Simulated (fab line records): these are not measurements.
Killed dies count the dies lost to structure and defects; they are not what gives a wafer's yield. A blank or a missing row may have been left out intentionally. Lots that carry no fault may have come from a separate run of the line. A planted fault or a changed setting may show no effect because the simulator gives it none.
The tool behind it: which one? || flow sky130 || 24 lots, 72 wafers sampled, at 6 steps of a route of 708

== WHAT THE GAUGES READ, wafer by wafer ==
SKY_NWELL_RS_MEAS_29: uses a four-point probe to measure.
{"lot": "L074", "measured": "day 5 09:53", "on": "film_metro-04", "NWELL_RS (ohm/sq)": "622.3 623.1 622.5"}
{"lot": "L075", "measured": "day 5 17:17", "on": "film_metro-02", "NWELL_RS (ohm/sq)": "623.0 621.2 621.4"}
{"lot": "L076", "measured": "day 5 22:44", "on": "film_metro-01", "NWELL_RS (ohm/sq)": "628.2 628.6 628.5"}
{"lot": "L077", "measured": "day 6 03:41", "on": "film_metro-02", "NWELL_RS (ohm/sq)": "622.9 623.1 621.3"}
{"lot": "L078", "measured": "day 6 08:11", "on": "film_metro-01", "NWELL_RS (ohm/sq)": "623.7 624.3 622.7"}
{"lot": "L079", "measured": "day 6 13:59", "on": "film_metro-04", "NWELL_RS (ohm/sq)": "619.4 619.7 622.7"}
{"lot": "L080", "measured": "day 6 22:13", "on": "film_metro-04", "NWELL_RS (ohm/sq)": "623.5 624.3 624.8"}
{"lot": "L081", "measured": "day 7 02:14", "on": "film_metro-04", "NWELL_RS (ohm/sq)": "623.4 623.6 623.3"}
{"lot": "L082", "measured": "day 7 06:52", "on": "film_metro-04", "NWELL_RS (ohm/sq)": "622.6 624.3 622.7"}
{"lot": "L083", "measured": "day 7 14:58", "on": "film_metro-02", "NWELL_RS (ohm/sq)": "625.6 627.2 625.8"}
{"lot": "L084", "measured": "day 7 19:02", "on": "film_metro-01", "NWELL_RS (ohm/sq)": "624.7 625.1 625.5"}
{"lot": "L085", "measured": "day 8 02:40", "on": "film_metro-01", "NWELL_RS (ohm/sq)": "625.5 625.4 625.5"}
{"lot": "L086", "measured": "day 8 07:14", "on": "film_metro-01", "NWELL_RS (ohm/sq)": "628.2 627.9 627.8"}
{"lot": "L087", "measured": "day 8 14:40", "on": "film_metro-02", "NWELL_RS (ohm/sq)": "622.8 622.2 623.9"}
{"lot": "L088", "measured": "day 8 20:27", "on": "film_metro-01", "NWELL_RS (ohm/sq)": "626.6 627.1 624.9"}
{"lot": "L089", "measured": "day 9 01:37", "on": "film_metro-04", "NWELL_RS (ohm/sq)": "619.2 621.4 620.4"}
{"lot": "L090", "measured": "day 9 10:46", "on": "film_metro-02", "NWELL_RS (ohm/sq)": "625.6 626.1 626.0"}
{"lot": "L091", "measured": "day 9 16:17", "on": "film_metro-01", "NWELL_RS (ohm/sq)": "627.7 626.9 627.3"}
{"lot": "L092", "measured": "day 10 00:28", "on": "film_metro-01", "NWELL_RS (ohm/sq)": "625.6 623.1 623.7"}
{"lot": "L093", "measured": "day 10 05:47", "on": "film_metro-01", "NWELL_RS (ohm/sq)": "627.7 625.5 627.1"}
{"lot": "L094", "measured": "day 10 08:08", "on": "film_metro-01", "NWELL_RS (ohm/sq)": "625.5 627.5 627.1"}
{"lot": "L095", "measured": "day 10 12:58", "on": "film_metro-02", "NWELL_RS (ohm/sq)": "626.8 625.9 628.8"}
{"lot": "L096", "measured": "day 10 23:52", "on": "film_metro-02", "NWELL_RS (ohm/sq)": "624.4 626.1 624.5"}
{"lot": "L097", "measured": "day 11 05:20", "on": "film_metro-04", "NWELL_RS (ohm/sq)": "624.1 625.0 623.6"}

SKY_VT_ADJUST_NCORE_CD_MEAS_07: the cd target is 380 nm.
{"lot": "L074", "measured": "day 8 15:08", "on": "cd_sem-02", "cd_nm (nm)": "383.7 383.2 385.0"}
{"lot": "L075", "measured": "day 9 00:08", "on": "cd_sem-01", "cd_nm (nm)": "380.8 380.1 382.0"}
{"lot": "L076", "measured": "day 9 07:57", "on": "cd_sem-02", "cd_nm (nm)": "378.5 377.5 378.4"}
{"lot": "L077", "measured": "day 9 12:02", "on": "cd_sem-02", "cd_nm (nm)": "379.3 378.8 378.1"}
{"lot": "L078", "measured": "day 9 19:17", "on": "cd_sem-01", "cd_nm (nm)": "380.9 382.3 379.7"}
{"lot": "L079", "measured": "day 10 01:44", "on": "cd_sem-02", "cd_nm (nm)": "382.5 382.2 381.5"}
{"lot": "L080", "measured": "day 10 09:22", "on": "cd_sem-01", "cd_nm (nm)": "380.8 381.3 382.3"}
{"lot": "L081", "measured": "day 10 14:38", "on": "cd_sem-02", "cd_nm (nm)": "377.6 380.2 380.7"}
{"lot": "L082", "measured": "day 10 18:55", "on": "cd_sem-01", "cd_nm (nm)": "380.4 380.2 378.5"}
{"lot": "L083", "measured": "day 11 14:35", "on": "cd_sem-01", "cd_nm (nm)": "380.8 380.3 381.6"}
{"lot": "L084", "measured": "day 11 09:30", "on": "cd_sem-02", "cd_nm (nm)": "380.7 376.8 378.8"}
{"lot": "L085", "measured": "day 11 17:29", "on": "cd_sem-01", "cd_nm (nm)": "382.5 378.6 380.2"}
{"lot": "L086", "measured": "day 12 00:12", "on": "cd_sem-02", "cd_nm (nm)": "381.1 382.1 380.1"}
{"lot": "L087", "measured": "day 12 09:13", "on": "cd_sem-01", "cd_nm (nm)": "379.0 379.9 382.2"}
{"lot": "L088", "measured": "day 12 15:09", "on": "cd_sem-01", "cd_nm (nm)": "379.7 379.9 379.7"}
{"lot": "L089", "measured": "day 12 21:52", "on": "cd_sem-02", "cd_nm (nm)": "373.0 376.3 375.6"}
{"lot": "L090", "measured": "day 13 06:55", "on": "cd_sem-02", "cd_nm (nm)": "384.0 380.9 380.7"}
{"lot": "L091", "measured": "day 13 12:50", "on": "cd_sem-02", "cd_nm (nm)": "377.2 377.9 377.8"}
{"lot": "L092", "measured": "day 13 20:22", "on": "cd_sem-01", "cd_nm (nm)": "380.8 381.9 380.7"}
{"lot": "L093", "measured": "day 14 02:00", "on": "cd_sem-01", "cd_nm (nm)": "381.8 379.6 380.6"}
{"lot": "L094", "measured": "day 14 04:29", "on": "cd_sem-02", "cd_nm (nm)": "383.4 381.4 380.4"}
{"lot": "L095", "measured": "day 14 13:11", "on": "cd_sem-02", "cd_nm (nm)": "376.9 376.8 379.1"}
{"lot": "L096", "measured": "day 15 02:23", "on": "cd_sem-01", "cd_nm (nm)": "381.6 381.8 379.3"}
{"lot": "L097", "measured": "day 15 06:21", "on": "cd_sem-01", "cd_nm (nm)": "381.3 381.8 381.1"}

SKY_LDD_HVP_OVL_MEAS_07.
{"lot": "L074", "measured": "day 21 05:55", "on": "overlay-01", "LDD_HVP_OVL (nm)": "0.5 0.0 -0.1"}
{"lot": "L075", "measured": "day 21 17:39", "on": "overlay-02", "LDD_HVP_OVL (nm)": "-1.1 -1.0 -2.2"}
{"lot": "L076", "measured": "day 23 17:57", "on": "overlay-01", "LDD_HVP_OVL (nm)": "1.0 2.0 1.7"}
{"lot": "L077", "measured": "day 23 18:15", "on": "overlay-02", "LDD_HVP_OVL (nm)": "-5.7 -4.5 -5.2"}
{"lot": "L078", "measured": "day 23 19:14", "on": "overlay-02", "LDD_HVP_OVL (nm)": "0.2 0.4 -0.6"}
{"lot": "L079", "measured": "day 24 04:49", "on": "overlay-02", "LDD_HVP_OVL (nm)": "-1.3 -0.4 -0.1"}
{"lot": "L080", "measured": "day 24 03:51", "on": "overlay-02", "LDD_HVP_OVL (nm)": "0.2 -0.7 0.8"}
{"lot": "L081", "measured": "day 24 09:43", "on": "overlay-01", "LDD_HVP_OVL (nm)": "-1.0 -2.1 -1.0"}
{"lot": "L082", "measured": "day 24 06:11", "on": "overlay-02", "LDD_HVP_OVL (nm)": "0.9 2.6 2.4"}
{"lot": "L083", "measured": "day 25 05:04", "on": "overlay-02", "LDD_HVP_OVL (nm)": "-2.0 -1.6 0.3"}
{"lot": "L084", "measured": "day 24 21:53", "on": "overlay-02", "LDD_HVP_OVL (nm)": "0.0 -0.8 -2.9"}
{"lot": "L085", "measured": "day 25 09:37", "on": "overlay-02", "LDD_HVP_OVL (nm)": "-0.6 0.0 -1.4"}
{"lot": "L086", "measured": "day 25 16:32", "on": "overlay-02", "LDD_HVP_OVL (nm)": "0.1 -1.9 1.5"}
{"lot": "L087", "measured": "day 26 01:38", "on": "overlay-01", "LDD_HVP_OVL (nm)": "-2.1 -0.7 -2.4"}
{"lot": "L088", "measured": "day 26 04:26", "on": "overlay-01", "LDD_HVP_OVL (nm)": "0.4 -0.5 -1.1"}
{"lot": "L089", "measured": "day 26 16:09", "on": "overlay-01", "LDD_HVP_OVL (nm)": "0.7 1.1 2.3"}
{"lot": "L090", "measured": "day 27 04:02", "on": "overlay-01", "LDD_HVP_OVL (nm)": "0.4 -0.6 0.9"}
{"lot": "L091", "measured": "day 27 09:41", "on": "overlay-02", "LDD_HVP_OVL (nm)": "2.5 0.2 2.0"}
{"lot": "L092", "measured": "day 27 21:05", "on": "overlay-02", "LDD_HVP_OVL (nm)": "-2.4 -1.9 -1.9"}
{"lot": "L093", "measured": "day 28 06:56", "on": "overlay-01", "LDD_HVP_OVL (nm)": "-2.3 -0.4 -2.4"}
{"lot": "L094", "measured": "day 28 11:32", "on": "overlay-02", "LDD_HVP_OVL (nm)": "-0.6 2.5 1.4"}
{"lot": "L095", "measured": "day 28 16:36", "on": "overlay-02", "LDD_HVP_OVL (nm)": "0.1 0.0 -1.8"}
{"lot": "L096", "measured": "day 29 05:13", "on": "overlay-02", "LDD_HVP_OVL (nm)": "1.1 0.4 -0.8"}
{"lot": "L097", "measured": "day 29 09:22", "on": "overlay-02", "LDD_HVP_OVL (nm)": "-0.1 -0.2 -1.2"}

SKY_LI_CONTACT_OVL_MEAS_13.
{"lot": "L074", "measured": "day 28 20:36", "on": "overlay-01", "LI_CONTACT_OVL (nm)": "1 9 6"}
{"lot": "L075", "measured": "day 29 05:28", "on": "overlay-01", "LI_CONTACT_OVL (nm)": "0 0 6"}
{"lot": "L076", "measured": "day 30 22:50", "on": "overlay-02", "LI_CONTACT_OVL (nm)": "0 -9 -6"}
{"lot": "L077", "measured": "day 31 03:43", "on": "overlay-02", "LI_CONTACT_OVL (nm)": "-5 -4 -7"}
{"lot": "L078", "measured": "day 31 03:19", "on": "overlay-02", "LI_CONTACT_OVL (nm)": "0 -6 -5"}
{"lot": "L079", "measured": "day 31 12:58", "on": "overlay-02", "LI_CONTACT_OVL (nm)": "-7 -5 -4"}
{"lot": "L080", "measured": "day 31 11:42", "on": "overlay-01", "LI_CONTACT_OVL (nm)": "1 2 4"}
{"lot": "L081", "measured": "day 31 21:26", "on": "overlay-02", "LI_CONTACT_OVL (nm)": "-7 -5 -12"}
{"lot": "L082", "measured": "day 31 21:09", "on": "overlay-02", "LI_CONTACT_OVL (nm)": "0 1 -1"}
{"lot": "L083", "measured": "day 32 10:55", "on": "overlay-02", "LI_CONTACT_OVL (nm)": "11 4 -1"}
{"lot": "L084", "measured": "day 32 05:10", "on": "overlay-01", "LI_CONTACT_OVL (nm)": "6 6 6"}
{"lot": "L085", "measured": "day 32 14:48", "on": "overlay-01", "LI_CONTACT_OVL (nm)": "-10 -6 -9"}
{"lot": "L086", "measured": "day 32 19:13", "on": "overlay-02", "LI_CONTACT_OVL (nm)": "4 3 1"}
{"lot": "L087", "measured": "day 33 07:16", "on": "overlay-01", "LI_CONTACT_OVL (nm)": "5 5 2"}
{"lot": "L088", "measured": "day 33 07:37", "on": "overlay-01", "LI_CONTACT_OVL (nm)": "-3 -1 -4"}
{"lot": "L089", "measured": "day 33 18:55", "on": "overlay-02", "LI_CONTACT_OVL (nm)": "-3 -5 -5"}
{"lot": "L090", "measured": "day 34 05:16", "on": "overlay-01", "LI_CONTACT_OVL (nm)": "6 -3 -5"}
{"lot": "L091", "measured": "day 34 09:20", "on": "overlay-02", "LI_CONTACT_OVL (nm)": "11 11 12"}
{"lot": "L092", "measured": "day 34 23:10", "on": "overlay-01", "LI_CONTACT_OVL (nm)": "0 4 -1"}
{"lot": "L093", "measured": "day 35 07:16", "on": "overlay-02", "LI_CONTACT_OVL (nm)": "-5 -12 -9"}
{"lot": "L094", "measured": "day 35 09:29", "on": "overlay-02", "LI_CONTACT_OVL (nm)": "5 0 3"}
{"lot": "L095", "measured": "day 35 14:35", "on": "overlay-01", "LI_CONTACT_OVL (nm)": "5 5 12"}
{"lot": "L096", "measured": "day 36 04:36", "on": "overlay-02", "LI_CONTACT_OVL (nm)": "12 6 0"}
{"lot": "L097", "measured": "day 36 05:16", "on": "overlay-01", "LI_CONTACT_OVL (nm)": "-6 -10 -9"}

== TOOL THAT RAN EACH LOT (tool first, then ch and the chambers of the sampled wafers, then the start) ==
{"lot": "L074", "SKY_NWELL_RTA_28": "rtp_anneal-02 ch 0, day 5 09:47", "SKY_POLY_CUT_ETCH_10": "rie_diel-03 ch 0,2,3, day 23 21:41"}
{"lot": "L075", "SKY_NWELL_RTA_28": "rtp_anneal-02 ch 0, day 5 17:11", "SKY_POLY_CUT_ETCH_10": "rie_diel-03 ch 0,1, day 24 09:32"}
{"lot": "L076", "SKY_NWELL_RTA_28": "rtp_anneal-01 ch 0, day 5 22:38", "SKY_POLY_CUT_ETCH_10": "rie_diel-01 ch 0,3, day 26 06:11"}
{"lot": "L077", "SKY_NWELL_RTA_28": "rtp_anneal-02 ch 0, day 6 03:35", "SKY_POLY_CUT_ETCH_10": "rie_diel-02 ch 0,3, day 26 10:17"}
{"lot": "L078", "SKY_NWELL_RTA_28": "rtp_anneal-02 ch 0, day 6 08:05", "SKY_POLY_CUT_ETCH_10": "rie_diel-01 ch 1,3, day 26 10:11"}
{"lot": "L079", "SKY_NWELL_RTA_28": "rtp_anneal-01 ch 0, day 6 13:53", "SKY_POLY_CUT_ETCH_10": "rie_diel-03 ch 2,3, day 26 18:25"}
{"lot": "L080", "SKY_NWELL_RTA_28": "rtp_anneal-02 ch 0, day 6 22:07", "SKY_POLY_CUT_ETCH_10": "rie_diel-03 ch 2,3, day 26 16:44"}
{"lot": "L081", "SKY_NWELL_RTA_28": "rtp_anneal-02 ch 0, day 7 02:07", "SKY_POLY_CUT_ETCH_10": "rie_diel-03 ch 1,2,3, day 27 01:50"}
{"lot": "L082", "SKY_NWELL_RTA_28": "rtp_anneal-01 ch 0, day 7 06:41", "SKY_POLY_CUT_ETCH_10": "rie_diel-02 ch 0,2,3, day 27 01:32"}
{"lot": "L083", "SKY_NWELL_RTA_28": "rtp_anneal-02 ch 0, day 7 14:52", "SKY_POLY_CUT_ETCH_10": "rie_diel-01 ch 0,2,3, day 27 17:42"}
{"lot": "L084", "SKY_NWELL_RTA_28": "rtp_anneal-01 ch 0, day 7 18:56", "SKY_POLY_CUT_ETCH_10": "rie_diel-01 ch 2,3, day 27 13:38"}
{"lot": "L085", "SKY_NWELL_RTA_28": "rtp_anneal-02 ch 0, day 8 02:33", "SKY_POLY_CUT_ETCH_10": "rie_diel-01 ch 2,3, day 27 22:26"}
{"lot": "L086", "SKY_NWELL_RTA_28": "rtp_anneal-01 ch 0, day 8 07:08", "SKY_POLY_CUT_ETCH_10": "rie_diel-03 ch 1,2, day 28 04:05"}
{"lot": "L087", "SKY_NWELL_RTA_28": "rtp_anneal-01 ch 0, day 8 14:34", "SKY_POLY_CUT_ETCH_10": "rie_diel-01 ch 2,3, day 28 13:32"}
{"lot": "L088", "SKY_NWELL_RTA_28": "rtp_anneal-01 ch 0, day 8 20:21", "SKY_POLY_CUT_ETCH_10": "rie_diel-02 ch 1,2,3, day 28 17:17"}
{"lot": "L089", "SKY_NWELL_RTA_28": "rtp_anneal-02 ch 0, day 9 01:31", "SKY_POLY_CUT_ETCH_10": "rie_diel-02 ch 0,1,2, day 29 03:53"}
{"lot": "L090", "SKY_NWELL_RTA_28": "rtp_anneal-02 ch 0, day 9 10:40", "SKY_POLY_CUT_ETCH_10": "rie_diel-03 ch 0,1, day 29 14:48"}
{"lot": "L091", "SKY_NWELL_RTA_28": "rtp_anneal-01 ch 0, day 9 16:11", "SKY_POLY_CUT_ETCH_10": "rie_diel-02 ch 0,1,2, day 29 18:29"}
{"lot": "L092", "SKY_NWELL_RTA_28": "rtp_anneal-02 ch 0, day 10 00:22", "SKY_POLY_CUT_ETCH_10": "rie_diel-02 ch 0,1, day 30 08:35"}
{"lot": "L093", "SKY_NWELL_RTA_28": "rtp_anneal-01 ch 0, day 10 05:41", "SKY_POLY_CUT_ETCH_10": "rie_diel-03 ch 1,2, day 30 16:53"}
{"lot": "L094", "SKY_NWELL_RTA_28": "rtp_anneal-02 ch 0, day 10 08:02", "SKY_POLY_CUT_ETCH_10": "rie_diel-01 ch 0,1, day 30 20:00"}
{"lot": "L095", "SKY_NWELL_RTA_28": "rtp_anneal-02 ch 0, day 10 12:52", "SKY_POLY_CUT_ETCH_10": "rie_diel-01 ch 1,3, day 31 01:41"}
{"lot": "L096", "SKY_NWELL_RTA_28": "rtp_anneal-01 ch 0, day 10 23:46", "SKY_POLY_CUT_ETCH_10": "rie_diel-01 ch 0,1,2, day 31 16:03"}
{"lot": "L097", "SKY_NWELL_RTA_28": "rtp_anneal-02 ch 0, day 11 05:14", "SKY_POLY_CUT_ETCH_10": "rie_diel-03 ch 0,1, day 31 18:05"}
- SKY_NWELL_RTA_28: time 30 s.
- SKY_POLY_CUT_ETCH_10: etches BARC in N2/H2, stops on SiO2, time 45.9 s, target depth 60 nm.

== AS READ BY THE TOOLS THEMSELVES (means over the sampled wafers that have a number; for cases with no such wafer, the mark the record gives instead) ==
SKY_NWELL_RTA_28.
{"lot": "L074", "tool": "rtp_anneal-02", "lamp_power_pct (%)": 25.33, "ramp_down_c_per_s": 90.002, "wafer_temp_C_max": 1055.5}
{"lot": "L075", "tool": "rtp_anneal-02", "lamp_power_pct (%)": 25.29, "ramp_down_c_per_s": 90.008, "wafer_temp_C_max": 1054.7}
{"lot": "L076", "tool": "rtp_anneal-01", "lamp_power_pct (%)": 25.25, "ramp_down_c_per_s": 90.003, "wafer_temp_C_max": 1055.2}
{"lot": "L077", "tool": "rtp_anneal-02", "lamp_power_pct (%)": 25.32, "ramp_down_c_per_s": 90.005, "wafer_temp_C_max": 1054.9}
{"lot": "L078", "tool": "rtp_anneal-02", "lamp_power_pct (%)": 25.34, "ramp_down_c_per_s": 89.987, "wafer_temp_C_max": 1055.9}
{"lot": "L079", "tool": "rtp_anneal-01", "lamp_power_pct (%)": 25.28, "ramp_down_c_per_s": 89.993, "wafer_temp_C_max": 1054.8}
{"lot": "L080", "tool": "rtp_anneal-02", "lamp_power_pct (%)": 25.30, "ramp_down_c_per_s": 89.999, "wafer_temp_C_max": 1054.3}
{"lot": "L081", "tool": "rtp_anneal-02", "lamp_power_pct (%)": 25.31, "ramp_down_c_per_s": 90.005, "wafer_temp_C_max": 1055.2}
{"lot": "L082", "tool": "rtp_anneal-01", "lamp_power_pct (%)": 25.29, "ramp_down_c_per_s": 89.993, "wafer_temp_C_max": 1053.8}
{"lot": "L083", "tool": "rtp_anneal-02", "lamp_power_pct (%)": 25.35, "ramp_down_c_per_s": 90.008, "wafer_temp_C_max": 1055.2}
{"lot": "L084", "tool": "rtp_anneal-01", "lamp_power_pct (%)": 25.30, "ramp_down_c_per_s": 89.993, "wafer_temp_C_max": 1054.6}
{"lot": "L085", "tool": "rtp_anneal-02", "lamp_power_pct (%)": 25.33, "ramp_down_c_per_s": 90.002, "wafer_temp_C_max": 1054.2}
{"lot": "L086", "tool": "rtp_anneal-01", "lamp_power_pct (%)": 25.36, "ramp_down_c_per_s": 90.009, "wafer_temp_C_max": 1054.7}
{"lot": "L087", "tool": "rtp_anneal-01", "lamp_power_pct (%)": 25.29, "ramp_down_c_per_s": 89.999, "wafer_temp_C_max": 1054.7}
{"lot": "L088", "tool": "rtp_anneal-01", "lamp_power_pct (%)": 25.34, "ramp_down_c_per_s": 89.987, "wafer_temp_C_max": 1054.5}
{"lot": "L089", "tool": "rtp_anneal-02", "lamp_power_pct (%)": 25.31, "ramp_down_c_per_s": 90.008, "wafer_temp_C_max": 1054.8}
{"lot": "L090", "tool": "rtp_anneal-02", "lamp_power_pct (%)": 25.28, "ramp_down_c_per_s": 89.991, "wafer_temp_C_max": 1054.6}
{"lot": "L091", "tool": "rtp_anneal-01", "lamp_power_pct (%)": 25.32, "ramp_down_c_per_s": 90.003, "wafer_temp_C_max": 1054.9}
{"lot": "L092", "tool": "rtp_anneal-02", "lamp_power_pct (%)": 25.33, "ramp_down_c_per_s": 90.001, "wafer_temp_C_max": 1054.9}
{"lot": "L093", "tool": "rtp_anneal-01", "lamp_power_pct (%)": 25.29, "ramp_down_c_per_s": 90.004, "wafer_temp_C_max": 1054.3}
{"lot": "L094", "tool": "rtp_anneal-02", "lamp_power_pct (%)": 25.34, "ramp_down_c_per_s": 89.991, "wafer_temp_C_max": 1054.2}
{"lot": "L095", "tool": "rtp_anneal-02", "lamp_power_pct (%)": 25.31, "ramp_down_c_per_s": 89.993, "wafer_temp_C_max": 1054.2}
{"lot": "L096", "tool": "rtp_anneal-01", "lamp_power_pct (%)": 25.31, "ramp_down_c_per_s": 90.000, "wafer_temp_C_max": 1054.0}
{"lot": "L097", "tool": "rtp_anneal-02", "lamp_power_pct (%)": 25.33, "ramp_down_c_per_s": 89.997, "wafer_temp_C_max": 1054.9}

SKY_POLY_CUT_ETCH_10.
{"lot": "L074", "tool": "rie_diel-03", "bias_w (W)": 100.0, "drypump_motor_current_A (A)": 5.9, "h2_flow_sccm (sccm)": 199.9, "oes_product_au (a.u.)": 0.855, "throttle_valve_pct (%)": 13.230}
{"lot": "L075", "tool": "rie_diel-03", "bias_w (W)": 99.9, "drypump_motor_current_A (A)": 5.6, "h2_flow_sccm (sccm)": 200.5, "oes_product_au (a.u.)": 0.860, "throttle_valve_pct (%)": 13.224}
{"lot": "L076", "tool": "rie_diel-01", "bias_w (W)": 100.1, "drypump_motor_current_A (A)": 6.1, "h2_flow_sccm (sccm)": 200.5, "oes_product_au (a.u.)": 0.858, "throttle_valve_pct (%)": 13.236}
{"lot": "L077", "tool": "rie_diel-02", "bias_w (W)": 99.9, "drypump_motor_current_A (A)": 5.8, "h2_flow_sccm (sccm)": 200.0, "oes_product_au (a.u.)": 0.855, "throttle_valve_pct (%)": 13.230}
{"lot": "L078", "tool": "rie_diel-01", "bias_w (W)": 99.9, "drypump_motor_current_A (A)": 5.5, "h2_flow_sccm (sccm)": 199.8, "oes_product_au (a.u.)": 0.857, "throttle_valve_pct (%)": 13.229}
{"lot": "L079", "tool": "rie_diel-03", "bias_w (W)": 100.2, "drypump_motor_current_A (A)": 5.7, "h2_flow_sccm (sccm)": 200.4, "oes_product_au (a.u.)": 0.852, "throttle_valve_pct (%)": 13.226}
{"lot": "L080", "tool": "rie_diel-03", "bias_w (W)": 99.6, "drypump_motor_current_A (A)": 6.2, "h2_flow_sccm (sccm)": 199.8, "oes_product_au (a.u.)": 0.854, "throttle_valve_pct (%)": 13.227}
{"lot": "L081", "tool": "rie_diel-03", "bias_w (W)": 100.2, "drypump_motor_current_A (A)": 5.8, "h2_flow_sccm (sccm)": 199.9, "oes_product_au (a.u.)": 0.855, "throttle_valve_pct (%)": 13.229}
{"lot": "L082", "tool": "rie_diel-02", "bias_w (W)": 99.8, "drypump_motor_current_A (A)": 5.5, "h2_flow_sccm (sccm)": 199.7, "oes_product_au (a.u.)": 0.858, "throttle_valve_pct (%)": 13.224}
{"lot": "L083", "tool": "rie_diel-01", "bias_w (W)": 99.9, "drypump_motor_current_A (A)": 6.2, "h2_flow_sccm (sccm)": 200.0, "oes_product_au (a.u.)": 0.857, "throttle_valve_pct (%)": 13.213}
{"lot": "L084", "tool": "rie_diel-01", "bias_w (W)": 99.6, "drypump_motor_current_A (A)": 6.3, "h2_flow_sccm (sccm)": 200.0, "oes_product_au (a.u.)": 0.850, "throttle_valve_pct (%)": 13.231}
{"lot": "L085", "tool": "rie_diel-01", "bias_w (W)": 100.0, "drypump_motor_current_A (A)": 6.3, "h2_flow_sccm (sccm)": 200.1, "oes_product_au (a.u.)": 0.858, "throttle_valve_pct (%)": 13.229}
{"lot": "L086", "tool": "rie_diel-03", "bias_w (W)": 100.0, "drypump_motor_current_A (A)": 5.4, "h2_flow_sccm (sccm)": 199.9, "oes_product_au (a.u.)": 0.853, "throttle_valve_pct (%)": 13.220}
{"lot": "L087", "tool": "rie_diel-01", "bias_w (W)": 100.4, "drypump_motor_current_A (A)": 6.3, "h2_flow_sccm (sccm)": 200.0, "oes_product_au (a.u.)": 0.851, "throttle_valve_pct (%)": 13.227}
{"lot": "L088", "tool": "rie_diel-02", "bias_w (W)": 100.1, "drypump_motor_current_A (A)": 5.8, "h2_flow_sccm (sccm)": 199.9, "oes_product_au (a.u.)": 0.851, "throttle_valve_pct (%)": 13.223}
{"lot": "L089", "tool": "rie_diel-02", "bias_w (W)": 99.8, "drypump_motor_current_A (A)": 5.4, "h2_flow_sccm (sccm)": 199.8, "oes_product_au (a.u.)": 0.856, "throttle_valve_pct (%)": 13.236}
{"lot": "L090", "tool": "rie_diel-03", "bias_w (W)": 100.1, "drypump_motor_current_A (A)": 5.7, "h2_flow_sccm (sccm)": 200.1, "oes_product_au (a.u.)": 0.856, "throttle_valve_pct (%)": 13.234}
{"lot": "L091", "tool": "rie_diel-02", "bias_w (W)": 100.0, "drypump_motor_current_A (A)": 5.4, "h2_flow_sccm (sccm)": 200.0, "oes_product_au (a.u.)": 0.855, "throttle_valve_pct (%)": 13.223}
{"lot": "L092", "tool": "rie_diel-02", "bias_w (W)": 100.1, "drypump_motor_current_A (A)": 5.3, "h2_flow_sccm (sccm)": 199.8, "oes_product_au (a.u.)": 0.856, "throttle_valve_pct (%)": 13.227}
{"lot": "L093", "tool": "rie_diel-03", "bias_w (W)": 99.7, "drypump_motor_current_A (A)": 5.4, "h2_flow_sccm (sccm)": 200.7, "oes_product_au (a.u.)": 0.854, "throttle_valve_pct (%)": 13.225}
{"lot": "L094", "tool": "rie_diel-01", "bias_w (W)": 99.6, "drypump_motor_current_A (A)": 5.9, "h2_flow_sccm (sccm)": 199.7, "oes_product_au (a.u.)": 0.853, "throttle_valve_pct (%)": 13.229}
{"lot": "L095", "tool": "rie_diel-01", "bias_w (W)": 99.9, "drypump_motor_current_A (A)": 5.4, "h2_flow_sccm (sccm)": 200.1, "oes_product_au (a.u.)": 0.847, "throttle_valve_pct (%)": 13.224}
{"lot": "L096", "tool": "rie_diel-01", "bias_w (W)": 99.9, "drypump_motor_current_A (A)": 5.9, "h2_flow_sccm (sccm)": 199.5, "oes_product_au (a.u.)": 0.856, "throttle_valve_pct (%)": 13.233}
{"lot": "L097", "tool": "rie_diel-03", "bias_w (W)": 99.6, "drypump_motor_current_A (A)": 5.6, "h2_flow_sccm (sccm)": 199.2, "oes_product_au (a.u.)": 0.856, "throttle_valve_pct (%)": 13.226}

== THE ANSWER, worked out from the rows above alone ==
Rule: what is usual is taken from the lots themselves. Put in order of their means at a reading, lots are off if they are a third of the lots or fewer, leave a main group of 4 or more, and stand apart from it by a gap of 3 or more times the standard deviation of the main group's means; of several such gaps the widest counts. A main group is skipped when, at the precision printed for the reading in the tables above, its means are all equal. Also off: a lot with no number at a reading for which 4 or more lots have one. The other lots that the step has rows for count as sound. Order of review: gauges by route order, followed by the tools' own readings, for which a lot's mean as printed above is used. The first step at which some lot is off is used, and at that step the reading that is off furthest; a lot without a number counts as furthest.
No lot is off at any reading shown: from this, nothing can be told.

== WHAT THE SIMULATOR PUT IN ==
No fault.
